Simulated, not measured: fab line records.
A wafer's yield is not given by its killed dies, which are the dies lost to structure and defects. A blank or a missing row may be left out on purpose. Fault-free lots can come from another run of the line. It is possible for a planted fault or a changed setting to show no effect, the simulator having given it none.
Which tool did it?    flow gf180mcu    Sampling: 11 lots, 33 wafers, 4 of 602 route steps

== WHAT THE GAUGES READ, wafer by wafer ==
GF_M4_RS_MEAS_05: uses a four-point probe to measure. Usual: M4_ALCU_RS 0.0695 ohm/sq, standard deviation 0.00095.
lot   measured      on             M4_ALCU_RS (ohm/sq)   flag
L772  day 22 06:36  film_metro-02  0.0688 0.0692 0.0697  
L773  day 22 11:36  film_metro-02  0.0695 0.0703 0.0694  
L774  day 23 03:43  film_metro-04  0.0719 0.0711 0.0722  
L775  day 23 15:48  film_metro-02  0.0673 0.0679 0.0681  
L776  day 23 21:31  film_metro-01  0.0696 0.0698 0.0689  
L777  day 24 06:05  film_metro-02  0.0685 0.0683 0.0692  
L780  day 25 17:21  film_metro-01  0.0690 0.0700 0.0702  
L783  day 27 03:26  film_metro-01  0.0718 0.0701 0.0726  
L788  day 27 21:23  film_metro-04  0.0701 0.0700 0.0698  
L792  day 28 23:56  film_metro-01  0.0693 0.0693 0.0708  
L795  day 29 20:08  film_metro-02  0.0703 0.0709 0.0684  

== WHICH TOOL RAN EACH LOT (tool, then ch and the chambers of the sampled wafers, then the start) ==
lot   GF_POLY_GATE_ETCH_12                GF_CONTACT_ETCH_16                  GF_V2_SPUTTER_22
L772  rie_diel-04 ch 0,3, day 9 01:55     rie_diel-04 ch 0,2,3, day 15 21:52  pvd_sputter-01, day 20 02:39
L773  rie_diel-02 ch 0,2, day 9 06:41     rie_diel-04 ch 1,2, day 16 03:40    pvd_sputter-01, day 20 08:20
L774  rie_diel-04 ch 2,3, day 9 17:43     rie_diel-01 ch 0,2,3, day 16 18:03  pvd_sputter-04, day 21 00:57
L775  rie_diel-03 ch 0,2,3, day 10 02:07  rie_diel-02 ch 1,2,3, day 17 07:07  pvd_sputter-04, day 21 13:42
L776  rie_diel-03 ch 0,1,2, day 10 08:44  rie_diel-02 ch 0,2,3, day 17 11:50  pvd_sputter-04, day 21 19:25
L777  rie_diel-04 ch 1,2,3, day 10 14:07  rie_diel-02 ch 1,2,3, day 17 20:55  pvd_sputter-04, day 22 04:14
L780  rie_diel-02 ch 0,2, day 11 21:55    rie_diel-04 ch 0,1, day 19 11:45    pvd_sputter-04, day 23 17:09
L783  rie_diel-02 ch 2,3, day 13 03:50    rie_diel-04 ch 0,2, day 21 04:14    pvd_sputter-01, day 25 05:59
L788  rie_diel-03 ch 1,2,3, day 14 01:31  rie_diel-02 ch 0,2,3, day 22 01:13  pvd_sputter-04, day 26 00:46
L792  rie_diel-04 ch 0,2,3, day 15 06:13  rie_diel-02 ch 1,2,3, day 23 08:40  pvd_sputter-04, day 27 04:49
L795  rie_diel-03 ch 0,2,3, day 16 04:34  rie_diel-02 ch 0,1, day 24 07:09    pvd_sputter-04, day 28 01:53
- GF_POLY_GATE_ETCH_12: etches BARC in N2/H2.
- GF_CONTACT_ETCH_16: etches BARC in N2/H2.
- GF_V2_SPUTTER_22: material TiN, target thk 10 nm, time 40 s.

== WHAT THE TOOLS THEMSELVES READ (means of the sampled wafers that have a number; where no wafer has one, the mark that the record gives instead) ==
GF_POLY_GATE_ETCH_12. Usual: bias_w 100.0 W, standard deviation 0.31; chamber_pressure_mTorr 30.002 mTorr, standard deviation 0.026; drypump_motor_current_A 5.7 A, standard deviation 0.45; oes_product_au 0.736 a.u., standard deviation 0.0048; rf_fwd_power_W 495.3 W, standard deviation 2.1; throttle_valve_pct 13.214 %, standard deviation 0.009.
lot   tool         bias_w (W)  chamber_pressure_mTorr (mTorr)  drypump_motor_current_A (A)  oes_product_au (a.u.)  rf_fwd_power_W (W)  throttle_valve_pct (%)  flag
L772  rie_diel-04  100.1       29.986                          5.9                          0.735                  493.7               13.219                  
L773  rie_diel-02  100.1       29.976                          5.7                          0.735                  496.0               13.202                  
L774  rie_diel-04  99.9        30.009                          5.5                          0.738                  491.2               13.213                  
L775  rie_diel-03  100.1       30.019                          5.8                          0.737                  495.8               13.215                  
L776  rie_diel-03  100.0       30.000                          5.9                          0.736                  495.1               13.226                  
L777  rie_diel-04  100.0       30.000                          5.2                          0.737                  493.6               13.209                  
L780  rie_diel-02  100.1       29.989                          5.6                          0.735                  496.7               13.215                  
L783  rie_diel-02  100.7       30.009                          5.4                          0.733                  496.1               13.216                  
L788  rie_diel-03  100.1       30.013                          5.5                          0.741                  495.8               13.213                  
L792  rie_diel-04  100.2       29.988                          5.7                          0.738                  495.2               13.215                  
L795  rie_diel-03  99.9        30.000                          5.8                          0.737                  497.4               13.213                  

GF_CONTACT_ETCH_16. Usual: bias_w 100.0 W, standard deviation 0.31; chamber_pressure_mTorr 30.000 mTorr, standard deviation 0.027; drypump_motor_current_A 5.8 A, standard deviation 0.51; oes_product_au 0.855 a.u., standard deviation 0.0049; rf_fwd_power_W 494.5 W, standard deviation 2.3; throttle_valve_pct 13.224 %, standard deviation 0.0088.
lot   tool         bias_w (W)  chamber_pressure_mTorr (mTorr)  drypump_motor_current_A (A)  oes_product_au (a.u.)  rf_fwd_power_W (W)  throttle_valve_pct (%)  flag
L772  rie_diel-04  100.1       30.028                          5.7                          0.854                  492.9               13.220                  
L773  rie_diel-04  100.1       29.970                          5.4                          0.852                  495.2               13.219                  
L774  rie_diel-01  100.1       29.993                          6.2                          0.860                  495.4               13.225                  
L775  rie_diel-02  100.1       30.006                          5.8                          0.859                  494.3               13.221                  
L776  rie_diel-02  99.7        29.999                          5.5                          0.856                  494.0               13.222                  
L777  rie_diel-02  99.9        30.012                          5.8                          0.849                  495.0               13.215                  
L780  rie_diel-04  100.0       30.001                          5.1                          0.858                  495.7               13.226                  
L783  rie_diel-04  99.6        29.998                          5.9                          0.858                  492.2               13.224                  
L788  rie_diel-02  100.1       29.978                          5.5                          0.859                  494.4               13.221                  
L792  rie_diel-02  100.2       30.024                          5.8                          0.859                  495.1               13.227                  
L795  rie_diel-02  100.2       29.978                          6.2                          0.851                  495.8               13.218                  

GF_V2_SPUTTER_22. Usual: cathode_dc_power_W 4000.0 W, standard deviation 0.6; throttle_valve_pct 29.7 %, standard deviation 0.81.
lot   tool            cathode_dc_power_W (W)  throttle_valve_pct (%)  flag
L772  pvd_sputter-01  4000.0                  29.7                    
L773  pvd_sputter-01  4000.3                  28.2                    
L774  pvd_sputter-04  3999.5                  29.5                    
L775  pvd_sputter-04  3999.9                  29.9                    
L776  pvd_sputter-04  3999.8                  30.2                    
L777  pvd_sputter-04  4000.0                  30.3                    
L780  pvd_sputter-04  4000.3                  30.1                    
L783  pvd_sputter-01  4000.2                  28.7                    
L788  pvd_sputter-04  4000.2                  29.8                    
L792  pvd_sputter-04  4000.0                  30.2                    
L795  pvd_sputter-04  4000.0                  30.3                    

== THE ANSWER, worked out from the rows above alone ==
Rule: lot off if the mean of its wafers having a number is beyond 3 standard deviations from the usual mean. Also off: a lot with no number at a reading for which 4 or more lots have one. Where the step has rows for the other lots, those lots are counted as sound. Order of review: gauges by route order, followed by the tools' own readings, for which a lot's mean as printed above is used. At the first step where some lot is off, the reading lying furthest off is the one used; lots without a number count as furthest.
No lot is off on any of the readings shown, so nothing can be concluded from this.

== WHAT WAS PUT IN BY THE SIMULATOR ==
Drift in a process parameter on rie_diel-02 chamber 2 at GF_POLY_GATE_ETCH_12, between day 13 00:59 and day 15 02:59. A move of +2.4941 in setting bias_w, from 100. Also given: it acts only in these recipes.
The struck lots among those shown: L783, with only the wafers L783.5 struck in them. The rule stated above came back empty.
